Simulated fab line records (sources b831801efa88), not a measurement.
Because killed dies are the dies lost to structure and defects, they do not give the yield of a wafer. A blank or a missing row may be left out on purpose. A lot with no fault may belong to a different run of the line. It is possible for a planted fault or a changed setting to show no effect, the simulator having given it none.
What tool caused it?	flow gf180mcu	12 lots with 36 wafers sampled at 5 steps, on a route of 602 steps

## WHAT THE GAUGES READ, wafer by wafer
The record lacks any reading of a measuring or inspecting step that a usual standard deviation could be used to judge.

## WHAT TOOL EACH LOT RAN ON (gives the tool, then ch and the chambers of the sampled wafers, and finally the start)
lot	GF_V1_CVD_02	GF_V1_CMP_04	GF_V1_ETCH_17	GF_M2_SPUTTER_00	GF_M2_SPUTTER_03
L711	pecvd-04 ch 1,2, day 16 23:37	cmp-02 ch 0,1,2, day 16 23:48	rieDiel-02 ch 0,2,3, day 18 01:29 or earlier	pvdSputter-02, day 18 01:29	pvdSputter-02, day 18 01:38
L713	pecvd-02 ch 0,2, day 17 19:47	cmp-01 ch 0,1,3, day 17 19:58	rieDiel-04 ch 0,3, day 18 21:39 or earlier	pvdSputter-04, day 18 21:39	pvdSputter-04, day 18 21:49
L714	pecvd-04 ch 0,1,2, day 18 06:17	cmp-01 ch 0,1, day 18 06:25	rieDiel-02 ch 1,2,3, day 19 08:08 or earlier	pvdSputter-02, day 19 08:08	pvdSputter-02, day 19 08:18
L715	pecvd-03 ch 0,1, day 18 10:31	cmp-02 ch 0,1,2, day 18 10:44	rieDiel-02 ch 2,3, day 19 12:16 or earlier	pvdSputter-02, day 19 12:16	pvdSputter-02, day 19 12:25
L717	pecvd-03 ch 0,2, day 19 11:07	cmp-01 ch 0,1,3, day 19 11:17	rieDiel-04 ch 0,1,3, day 20 13:20 or earlier	pvdSputter-01, day 20 13:20	pvdSputter-01, day 20 13:29
L719	pecvd-04 ch 0,1, day 20 08:02	cmp-01 ch 1,2,3, day 20 08:16	rieDiel-04 ch 0,3, day 21 09:34 or earlier	pvdSputter-01, day 21 09:34	pvdSputter-01, day 21 09:44
L724	pecvd-04 ch 0,2, day 22 00:08	cmp-02 ch 0,1,3, day 22 00:16	rieDiel-03 ch 0,1, day 23 01:41 or earlier	pvdSputter-01, day 23 01:41	pvdSputter-01, day 23 01:51
L729	pecvd-04 ch 0,1,2, day 23 20:49	cmp-02 ch 1,2, day 23 21:00	rieDiel-04 ch 0,1,3, day 24 20:33 or earlier	pvdSputter-01, day 24 20:33	pvdSputter-01, day 24 20:43
L730	pecvd-03 ch 0,1,2, day 24 02:19	cmp-01 ch 0,1,2, day 24 02:27	rieDiel-04 ch 0,1,3, day 25 02:14 or earlier	pvdSputter-02, day 25 02:14	pvdSputter-02, day 25 02:24
L732	pecvd-04 ch 1,2, day 24 20:10	cmp-01 ch 0,1,2, day 24 20:33	rieDiel-04 ch 0,1,2, day 25 19:55 or earlier	pvdSputter-01, day 25 19:55	pvdSputter-01, day 25 20:04
L733	pecvd-03 ch 0,2, day 25 00:45	cmp-01 ch 0,2, day 25 00:53	rieDiel-02 ch 0,2, day 25 23:33 or earlier	pvdSputter-04, day 25 23:33	pvdSputter-04, day 25 23:43
L734	pecvd-02 ch 0,1,2, day 25 03:15	cmp-01 ch 0,1, day 25 03:21	rieDiel-03 ch 0,1,3, day 26 02:01 or earlier	pvdSputter-02, day 26 02:01	pvdSputter-02, day 26 02:10
- GF_V1_CVD_02: deposits SiO2 from TEOS, target thk 850 nm, time 94.851 s.
- GF_V1_CMP_04: polishes SiO2.
- GF_V1_ETCH_17: etches SiO2 in C4F8/O2/Ar, stops on TiN, target depth 630 nm.
- GF_M2_SPUTTER_00: material Ti, target thk 37.5 nm, time 150 s.
- GF_M2_SPUTTER_03: material Ti, target thk 10 nm, time 6.7 s.

## WHAT THE TOOLS THEMSELVES READ (means of the sampled wafers that have a number; where no wafer has one, the mark that the record gives instead)
GF_V1_CVD_02. Usual: heaterPowerW 675 W, standard deviation 94.
lot	tool	heaterPowerW (W)	flag
L711	pecvd-04	706	
L713	pecvd-02	707	
L714	pecvd-04	642	
L715	pecvd-03	691	
L717	pecvd-03	677	
L719	pecvd-04	644	
L724	pecvd-04	748	
L729	pecvd-04	671	
L730	pecvd-03	688	
L732	pecvd-04	698	
L733	pecvd-03	606	
L734	pecvd-02	735	

GF_V1_CMP_04. Usual: motorCurrentA 12.0 A, standard deviation 1; timeToEndpointS 77 s, standard deviation 5.2.
lot	tool	motorCurrentA (A)	timeToEndpointS (s)	flag
L711	cmp-02	12.8	77	
L713	cmp-01	11.1	83	
L714	cmp-01	11.3	72	
L715	cmp-02	12.7	73	
L717	cmp-01	11.4	73	
L719	cmp-01	11.7	79	
L724	cmp-02	11.6	79	
L729	cmp-02	12.8	76	
L730	cmp-01	11.6	75	
L732	cmp-01	11.4	72	
L733	cmp-01	12.0	76	
L734	cmp-01	11.3	79	

GF_V1_ETCH_17. Usual: biasW 1200 W, standard deviation 3.6; oesProductAu 0.855 a.u., standard deviation 0.0044.
lot	tool	biasW (W)	oesProductAu (a.u.)	flag
L711	rieDiel-02	1200	0.852	
L713	rieDiel-04	1200	0.850	
L714	rieDiel-02	1205	0.858	
L715	rieDiel-02	1206	0.853	
L717	rieDiel-04	1199	0.857	
L719	rieDiel-04	1204	0.841	OFF
L724	rieDiel-03	1202	0.857	
L729	rieDiel-04	1197	0.858	
L730	rieDiel-04	1204	0.859	
L732	rieDiel-04	1202	0.856	
L733	rieDiel-02	1201	0.852	
L734	rieDiel-03	1199	0.854	

GF_M2_SPUTTER_00. Usual: throttleValvePct 29.5 %, standard deviation 1.1.
lot	tool	throttleValvePct (%)	flag
L711	pvdSputter-02	29.7	
L713	pvdSputter-04	29.4	
L714	pvdSputter-02	29.2	
L715	pvdSputter-02	29.3	
L717	pvdSputter-01	29.4	
L719	pvdSputter-01	29.2	
L724	pvdSputter-01	29.0	
L729	pvdSputter-01	29.4	
L730	pvdSputter-02	29.2	
L732	pvdSputter-01	28.5	
L733	pvdSputter-04	29.7	
L734	pvdSputter-02	28.7	

GF_M2_SPUTTER_03. Usual: throttleValvePct 29.5 %, standard deviation 1.1.
lot	tool	throttleValvePct (%)	flag
L711	pvdSputter-02	29.8	
L713	pvdSputter-04	29.3	
L714	pvdSputter-02	29.2	
L715	pvdSputter-02	29.1	
L717	pvdSputter-01	29.5	
L719	pvdSputter-01	29.1	
L724	pvdSputter-01	29.1	
L729	pvdSputter-01	29.5	
L730	pvdSputter-02	29.3	
L732	pvdSputter-01	28.5	
L733	pvdSputter-04	29.7	
L734	pvdSputter-02	28.6	

## THE ANSWER, worked out from the rows above alone
Rule: lot off if the mean of its wafers having a number is beyond 3 standard deviations from the usual mean. A lot without any number at a reading at which 4 lots or more have one is off too. The other lots that the step has rows for count as sound. First the gauges in route order, then the tools' own readings, where a lot's mean is used as printed above. At the first step where some lot is off, the reading lying furthest off is the one used; lots without a number count as furthest.
Off, at GF_V1_ETCH_17 on oesProductAu: L719.
A tool fits if, at that step or a process step before it, it ran every lot that is off, and no sound lot after the first of them. GF_V1_ETCH_17 gives no start for some lots, so the hours and the order of its lots are those of GF_M2_SPUTTER_00. None of those tried fits.

## WHAT HAD BEEN PUT IN BY THE SIMULATOR
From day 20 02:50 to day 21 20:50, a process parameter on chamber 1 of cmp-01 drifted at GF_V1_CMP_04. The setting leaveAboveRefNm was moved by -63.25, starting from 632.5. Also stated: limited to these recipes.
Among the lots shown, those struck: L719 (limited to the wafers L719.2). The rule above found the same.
